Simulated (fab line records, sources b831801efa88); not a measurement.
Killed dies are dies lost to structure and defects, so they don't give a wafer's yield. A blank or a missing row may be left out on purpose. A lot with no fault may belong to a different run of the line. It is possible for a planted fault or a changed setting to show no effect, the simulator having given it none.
Which tool was responsible? + flow gf180mcu + 11 lots (33 wafers sampled), 1 step of a 602-step route

== WHAT EACH GAUGE READ, for each wafer ==
GF_V4_BOW_MEAS_05.
| lot  | measured     | on           | V4_BOW (um) |
|------|--------------|--------------|-------------|
| L339 | day 23 16:33 | filmMetro-03 | 148 139 139 |
| L340 | day 24 09:59 | filmMetro-02 | 135 133 129 |
| L341 | day 24 13:38 | filmMetro-03 | 125 133 134 |
| L342 | day 25 04:08 | filmMetro-03 | 139 147 135 |
| L344 | day 25 16:23 | filmMetro-03 | 122 110 123 |
| L345 | day 25 18:27 | filmMetro-01 | 139 137 131 |
| L348 | day 27 01:58 | filmMetro-02 | 142 122 123 |
| L351 | day 28 01:17 | filmMetro-02 | 133 132 131 |
| L357 | day 29 12:15 | filmMetro-02 | 127 123 132 |
| L358 | day 30 00:35 | filmMetro-02 | 128 133 123 |
| L361 | day 30 18:38 | filmMetro-02 | 144 135 137 |

== EACH LOT AND THE TOOL THAT RAN IT (in order: tool; ch and the chambers of the sampled wafers; start) ==
The record holds no process step before these readings.

== THE ANSWER, worked out from the rows above alone ==
Rule: usual is defined by the lots themselves. Put in order of their means at a reading, lots are off if they are a third of the lots or fewer, leave a main group of 4 or more, and stand apart from it by a gap of 3 or more times the standard deviation of the main group's means; of several such gaps the widest counts. The tables above print the reading to a certain number of digits; a main group whose means all agree to those digits is not used. Also off: a lot with no number at a reading for which 4 or more lots have one. The other lots that the step has rows for count as sound.
No lot is off at any reading shown: from this, nothing can be told.

== WHAT THE SIMULATOR HAD PUT IN ==
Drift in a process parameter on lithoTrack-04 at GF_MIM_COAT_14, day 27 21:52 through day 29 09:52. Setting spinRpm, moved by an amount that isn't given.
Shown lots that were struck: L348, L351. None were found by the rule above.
